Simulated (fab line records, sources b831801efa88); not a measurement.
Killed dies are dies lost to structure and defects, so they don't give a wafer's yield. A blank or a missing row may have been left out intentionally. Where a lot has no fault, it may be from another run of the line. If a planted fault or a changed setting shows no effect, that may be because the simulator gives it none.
2 desks, one fault    flow gf180mcu    numbers are kept per desk, each desk with only its own; the story behind them comes last

## AT THE METROLOGY DESK
What the gauges read, lot by lot, whatever tool the lot ran on: means of the sampled wafers that have a number. A lot is out of limits, marked OUT, if its mean lies more than 4 standard deviations from the usual mean; the brackets give that distance.
Columns: A = cd nm at GF_M5_CD_MEAS_07, usual 280.2 nm
lot   first seen here  A
L436  day 26 06:59     279.3
L438  day 26 23:33     280.9
L439  day 27 13:38     280.1
L440  day 27 19:47     281.1
L441  day 28 04:48     281.1
L443  day 28 10:12     278.3
L444  day 29 00:03     280.5
L447  day 30 00:33     278.4
L453  day 31 07:34     279.0
L455  day 31 21:11     279.0
L459  day 32 20:21     279.6
Finding of this desk: none of the 11 lots has anything out of limits.

## AT THE TOOL OWNER'S DESK: pvd sputter-02
At GF_MIM_SPUTTER_07 (material TiN, target thk 60 nm, time 50 s) the tool's own readings: per lot run on this tool, the mean of the sampled wafers that have a number. A lot is out of limits, marked OUT, if its mean lies more than 4 standard deviations from the usual mean; the brackets give that distance.
Columns: A = throttle valve pct at GF_MIM_SPUTTER_07, usual 29.2 %
lot   first seen here  A
L438  day 25 05:37     28.8
L439  day 25 19:20     29.1
L441  day 26 12:21     29.1
L443  day 26 17:30     28.8
L453  day 29 19:28     29.3
L455  day 30 08:49     28.8
L459  day 31 09:43     29.2
Finding of this desk: none of the 7 lots has anything out of limits.

## BROUGHT TOGETHER
From the metrology desk's view, nothing was out of limits.
The tool owner's desk saw nothing out of limits.

## WHAT WAS PUT IN BY THE SIMULATOR
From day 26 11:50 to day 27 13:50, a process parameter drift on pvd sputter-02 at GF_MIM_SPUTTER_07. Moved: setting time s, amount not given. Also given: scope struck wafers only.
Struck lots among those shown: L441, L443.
